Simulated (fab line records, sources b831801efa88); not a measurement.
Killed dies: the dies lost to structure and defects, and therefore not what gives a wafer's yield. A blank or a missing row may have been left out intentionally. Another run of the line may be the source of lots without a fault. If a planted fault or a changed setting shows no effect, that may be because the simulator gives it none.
Matching of chambers | flow sky130 | cmp-01 running SKY_VIA4_CMP_02: 4 sister chambers
The step polishes SiO2. 8 wafers are shown with their chamber, then 8 later ones without.

## WAFERS, EACH WITH ITS CHAMBER
wafer  | chamber | motor current A (A) | retaining ring pressure frac
L572.1 | 0       | 11.8                | 1.002
L572.5 | 3       | 11.1                | 1.008
L574.1 | 3       | 11.0                | 1.000
L575.3 | 1       | 12.9                | 1.004
L575.4 | 0       | 12.0                | 1.001
L576.3 | 1       | 13.0                | 0.999
L576.5 | 2       | 11.4                | 0.986
L577.2 | 2       | 12.0                | 0.995

## WAFERS WHOSE CHAMBER IS MISSING
wafer  | motor current A (A) | retaining ring pressure frac
L577.3 | 11.2                | 1.002
L577.4 | 13.6                | 0.997
L578.2 | 10.5                | 1.000
L578.4 | 13.2                | 0.996
L578.5 | 10.5                | 1.010
L583.1 | 11.3                | 1.001
L583.2 | 10.7                | 0.997
L583.5 | 13.5                | 0.998

## THE CHAMBER EACH PASSED THROUGH
wafer  | from the rows above          | in truth
L577.3 | 3                            | 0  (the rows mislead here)
L577.4 | 1                            | 1
L578.2 | 3                            | 3
L578.4 | 1                            | 1
L578.5 | 3                            | 3
L583.1 | can't be placed: 3 or 0 or 2 | 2
L583.2 | 3                            | 3
L583.5 | 1                            | 1
6 of 8 placed correctly. Cannot be placed on the basis of these rows: 1; the candidates contain the true chamber in 1. Wrongly placed: 1.
How it was worked out, from the rows above alone: a wafer's distance from a chamber is the root of the sum, over the readings, of the square of ((its reading less the chamber's mean) divided by the reading's scatter). If the next closest chamber is less than 2 further off than the closest, the wafer can't be placed; otherwise it belongs to the closest. For every chamber, the mean is computed from those of its wafers that are shown. The scatter: the root of (the sum of the squares of (reading less its chamber's mean) over the shown wafers, divided by (wafers less chambers)).
